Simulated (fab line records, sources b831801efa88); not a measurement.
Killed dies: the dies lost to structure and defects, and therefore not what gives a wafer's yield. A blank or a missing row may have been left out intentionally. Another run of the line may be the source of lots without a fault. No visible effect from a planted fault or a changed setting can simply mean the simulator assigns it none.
Chamber matching | flow gf180mcu | 4 sister chambers for GF_V2_ETCH_16 on rie_diel-01
The step etches BARC in N2/H2. 4 wafers are shown with their chamber, then 8 later ones without.

== WAFERS, EACH WITH ITS CHAMBER ==
wafer  | chamber | drypump_motor_current_A (A)
L080.4 | 2       | 6.1
L090.3 | 1       | 6.3
L090.6 | 3       | 6.1
L091.1 | 0       | 6.4

== WAFERS MISSING THEIR CHAMBER ==
wafer  | drypump_motor_current_A (A)
L091.2 | 6.0
L091.4 | 6.3
L092.1 | 6.3
L092.2 | 6.4
L092.4 | 6.1
L095.2 | 6.1
L095.4 | 6.0
L095.6 | 6.4

== WHICH CHAMBER EACH ONE RAN IN ==
wafer  | from the rows above     | in truth
L091.2 | can't be placed: 2 or 3 | 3
L091.4 | 1                       | 1
L092.1 | 1                       | 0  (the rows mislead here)
L092.2 | 0                       | 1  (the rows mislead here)
L092.4 | can't be placed: 2 or 3 | 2
L095.2 | can't be placed: 2 or 3 | 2
L095.4 | can't be placed: 2 or 3 | 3
L095.6 | 0                       | 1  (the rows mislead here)
Correct placement for 1 of the 8. These rows do not allow placing 4 (true chamber among the candidates in 4). Number placed wrongly: 3.
How it was worked out, from the rows above alone: a wafer's distance from a chamber is the root of the sum, over the readings, of the square of ((its reading less the chamber's mean) divided by the reading's scatter). The wafer belongs to the nearest chamber; if the next one is less than 2 further off, it can't be placed. A chamber's mean is the mean of its shown wafers. The scatter: with one shown wafer a chamber, the root of the mean of the squares of how far each hidden wafer lies from its nearest shown one.
